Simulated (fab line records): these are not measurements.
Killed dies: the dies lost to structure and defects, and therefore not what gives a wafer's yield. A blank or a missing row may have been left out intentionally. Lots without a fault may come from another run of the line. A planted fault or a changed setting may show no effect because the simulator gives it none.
Chamber matching ; flow gf180mcu ; GF_V2_CVD_02 on pecvd-03 has 3 sister chambers
The step deposits SiO2 from TEOS, target thk 850 nm, time 94.851 s. 3 wafers are shown with their chamber, then 11 later ones without.

== EACH WAFER AND ITS CHAMBER ==
wafer;chamber;heater power w (W)
L088.3;2;755
L088.5;1;686
L093.2;0;641

== WAFERS WHOSE CHAMBER IS MISSING ==
wafer;heater power w (W)
L093.3;627
L093.4;500
L094.2;629
L094.5;620
L094.6;510
L095.2;670
L095.5;600
L095.6;711
L096.1;583
L096.3;584
L096.5;624

== WHICH CHAMBER EACH WENT THROUGH ==
wafer;from the rows above;in truth
L093.3;can't be placed: 0 or 1 or 2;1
L093.4;can't be placed: 0 or 1 or 2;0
L094.2;can't be placed: 0 or 1 or 2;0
L094.5;can't be placed: 0 or 1 or 2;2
L094.6;can't be placed: 0 or 1 or 2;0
L095.2;can't be placed: 1 or 0 or 2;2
L095.5;can't be placed: 0 or 1 or 2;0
L095.6;can't be placed: 1 or 2 or 0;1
L096.1;can't be placed: 0 or 1 or 2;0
L096.3;can't be placed: 0 or 1 or 2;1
L096.5;can't be placed: 0 or 1 or 2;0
0 of 11 placed correctly. Can't be placed from these rows: 11 (the true chamber is among the candidates in 11). Number placed wrongly: 0.
How it was worked out, from the rows above alone: a wafer's distance from a chamber is the root of the sum, over the readings, of the square of ((its reading less the chamber's mean) divided by the reading's scatter). The wafer belongs to the nearest chamber; if the next one is less than 2 further off, it can't be placed. The mean given for a chamber averages the wafers shown for that chamber. The scatter (one wafer shown for each chamber): square how far every hidden wafer sits from the nearest shown wafer, average those squares and take the square root.
